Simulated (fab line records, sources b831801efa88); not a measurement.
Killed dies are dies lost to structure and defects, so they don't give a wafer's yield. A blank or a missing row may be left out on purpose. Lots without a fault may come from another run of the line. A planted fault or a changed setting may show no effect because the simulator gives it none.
Which tool did it? | flow gf180mcu | 12 lots, 36 wafers sampled, at 5 steps of a route of 602

WHAT THE GAUGES READ, wafer by wafer
GF_V2_BOW_MEAS_05.
lot  | measured     | on            | V2_BOW (um)
L819 | day 20 20:11 | film_metro-02 | 97 95 96
L824 | day 22 14:18 | film_metro-01 | 100 103 100
L825 | day 23 05:53 | film_metro-02 | 107 105 107
L826 | day 23 09:13 | film_metro-03 | 98 96 107
L827 | day 23 19:11 | film_metro-01 | 83 89 88
L828 | day 24 01:23 | film_metro-03 | 75 63 63
L829 | day 24 10:25 | film_metro-03 | 61 58 73
L830 | day 24 17:14 | film_metro-02 | 56 62 69
L834 | day 26 11:04 | film_metro-03 | 102 90 99
L836 | day 26 21:08 | film_metro-01 | 97 96 94
L838 | day 27 05:29 | film_metro-03 | 103 103 106
L837 | day 27 07:23 | film_metro-03 | 99 105 106

WHICH TOOL RAN EACH LOT (tool, then ch and the chambers of the sampled wafers, then the start)
lot  | GF_V1_CMP_26                  | GF_M2_SPUTTER_02             | GF_V2_CVD_00                     | GF_V2_CVD_02
L819 | cmp-01 ch 0,2, day 19 18:24   | pvd_sputter-02, day 19 18:47 | hdpcvd-01 ch 0,2, day 20 19:36   | pecvd-03 ch 1,2, day 20 19:44
L824 | cmp-02 ch 0,2,3, day 21 13:28 | pvd_sputter-01, day 21 13:54 | hdpcvd-02 ch 0,1,2, day 22 13:43 | pecvd-02 ch 1,2, day 22 13:51
L825 | cmp-02 ch 0,2,3, day 22 05:07 | pvd_sputter-04, day 22 05:24 | hdpcvd-01 ch 1,2, day 23 05:09   | pecvd-04 ch 0,2, day 23 05:17
L826 | cmp-02 ch 0,1,2, day 22 08:09 | pvd_sputter-02, day 22 08:32 | hdpcvd-01 ch 1,2, day 23 08:39   | pecvd-03 ch 0,1,2, day 23 08:47
L827 | cmp-02 ch 2,3, day 22 18:43   | pvd_sputter-02, day 22 19:05 | hdpcvd-02 ch 0,1,2, day 23 18:36 | pecvd-04 ch 0,1, day 23 18:44
L828 | cmp-02 ch 0,2,3, day 23 00:58 | pvd_sputter-02, day 23 01:23 | hdpcvd-02 ch 0,1,2, day 24 00:50 | pecvd-02 ch 0,1,2, day 24 00:58
L829 | cmp-02 ch 1,2,3, day 23 11:16 | pvd_sputter-04, day 23 11:41 | hdpcvd-02 ch 0,1,2, day 24 09:51 | pecvd-02 ch 1,2, day 24 09:59
L830 | cmp-02 ch 0,2,3, day 23 18:01 | pvd_sputter-02, day 23 18:26 | hdpcvd-01 ch 0,1, day 24 16:39   | pecvd-02 ch 0,1, day 24 16:47
L834 | cmp-01 ch 0,1,3, day 25 11:46 | pvd_sputter-02, day 25 12:12 | hdpcvd-01 ch 0,1,2, day 26 10:29 | pecvd-04 ch 1,2, day 26 10:37
L836 | cmp-02 ch 0,1,3, day 25 22:31 | pvd_sputter-01, day 25 22:56 | hdpcvd-01 ch 0,1,2, day 26 20:34 | pecvd-04 ch 0,1,2, day 26 20:42
L838 | cmp-02 ch 0,1,3, day 26 07:19 | pvd_sputter-02, day 26 07:42 | hdpcvd-02 ch 0,1,2, day 27 04:54 | pecvd-02 ch 0,1,2, day 27 05:02
L837 | cmp-02 ch 0,1,3, day 26 09:03 | pvd_sputter-01, day 26 09:29 | hdpcvd-02 ch 0,2, day 27 06:48   | pecvd-04 ch 1,2, day 27 06:56
- GF_V1_CMP_26: polishes, stops on SiO2, t overpolish 15 s, target thk 0 nm.
- GF_M2_SPUTTER_02: material AlCu, target thk 450 nm, time 23.9 s.
- GF_V2_CVD_00: deposits SiO2, target thk 600 nm, time 100 s.
- GF_V2_CVD_02: deposits SiO2 from TEOS, target thk 850 nm, time 94.851 s.

WHAT THE TOOLS THEMSELVES READ (means of the sampled wafers that have a number; where no wafer has one, the mark that the record gives instead)
GF_V1_CMP_26.
lot  | tool   | motor_current_A (A) | overpolish_run_s (s) | time_to_endpoint_s (s)
L819 | cmp-01 | 9.8                 | 15.001               | 81
L824 | cmp-02 | 10.3                | 14.997               | 89
L825 | cmp-02 | 10.4                | 15.001               | 89
L826 | cmp-02 | 11.0                | 15.001               | 86
L827 | cmp-02 | 9.1                 | 14.996               | 91
L828 | cmp-02 | 10.3                | 14.996               | 92
L829 | cmp-02 | 10.4                | 15.006               | 87
L830 | cmp-02 | 10.2                | 15.006               | 88
L834 | cmp-01 | 10.3                | 15.001               | 80
L836 | cmp-02 | 11.5                | 15.009               | 80
L838 | cmp-02 | 11.3                | 15.002               | 84
L837 | cmp-02 | 11.4                | 15.000               | 85

GF_M2_SPUTTER_02.
lot  | tool           | throttle_valve_pct (%)
L819 | pvd_sputter-02 | 30.4
L824 | pvd_sputter-01 | 30.0
L825 | pvd_sputter-04 | 31.3
L826 | pvd_sputter-02 | 30.1
L827 | pvd_sputter-02 | 29.9
L828 | pvd_sputter-02 | 30.2
L829 | pvd_sputter-04 | 31.2
L830 | pvd_sputter-02 | 30.6
L834 | pvd_sputter-02 | 30.1
L836 | pvd_sputter-01 | 30.1
L838 | pvd_sputter-02 | 29.7
L837 | pvd_sputter-01 | 29.4

GF_V2_CVD_00.
lot  | tool      | pressure_mtorr (mTorr) | run_length_s (s)
L819 | hdpcvd-01 | 6.005                  | 128.5
L824 | hdpcvd-02 | 5.998                  | 127.4
L825 | hdpcvd-01 | 6.005                  | 128.4
L826 | hdpcvd-01 | 5.999                  | 128.3
L827 | hdpcvd-02 | 6.001                  | 127.9
L828 | hdpcvd-02 | -                      | -
L829 | hdpcvd-02 | -                      | -
L830 | hdpcvd-01 | -                      | -
L834 | hdpcvd-01 | 5.992                  | 128.6
L836 | hdpcvd-01 | 6.006                  | 128.9
L838 | hdpcvd-02 | 6.005                  | 127.5
L837 | hdpcvd-02 | 5.999                  | 127.3

GF_V2_CVD_02.
lot  | tool     | heater_power_outer_w (W) | heater_power_w (W)
L819 | pecvd-03 | 424                      | 724
L824 | pecvd-02 | 414                      | 727
L825 | pecvd-04 | 358                      | 644
L826 | pecvd-03 | 397                      | 669
L827 | pecvd-04 | 363                      | 639
L828 | pecvd-02 | 380                      | 679
L829 | pecvd-02 | 417                      | 722
L830 | pecvd-02 | 429                      | 745
L834 | pecvd-04 | 350                      | 612
L836 | pecvd-04 | 362                      | 630
L838 | pecvd-02 | 362                      | 642
L837 | pecvd-04 | 354                      | 613

THE ANSWER, worked out from the rows above alone
Rule: what is usual is taken from the lots themselves. Put in order of their means at a reading, lots are off if they are a third of the lots or fewer, leave a main group of 4 or more, and stand apart from it by a gap of 3 or more times the standard deviation of the main group's means; of several such gaps the widest counts. A main group whose means are all the same, to the digits that the tables above print for the reading, isn't used. A lot without any number at a reading at which 4 lots or more have one is off too. The other lots that the step has rows for count as sound. The gauges are gone through in route order, then the tools' own readings, and for those a lot's mean is taken as printed above. The first step at which some lot is off is used, and at that step the reading that is off furthest; a lot without a number counts as furthest.
Off: L828, L829, L830, at GF_V2_BOW_MEAS_05 (V2_BOW). The main group: mean 99 um, standard deviation 5.6.
A tool fits if, at a process step before that reading, it ran every lot that is off, and no sound lot after the first of them. The gauges at GF_V2_BOW_MEAS_05 aren't tried: what is off there is off at GF_V2_CVD_00 too, on other tools, and a gauge's error can't cause that. None of those tried fits.

WHAT THE SIMULATOR HAD PUT IN
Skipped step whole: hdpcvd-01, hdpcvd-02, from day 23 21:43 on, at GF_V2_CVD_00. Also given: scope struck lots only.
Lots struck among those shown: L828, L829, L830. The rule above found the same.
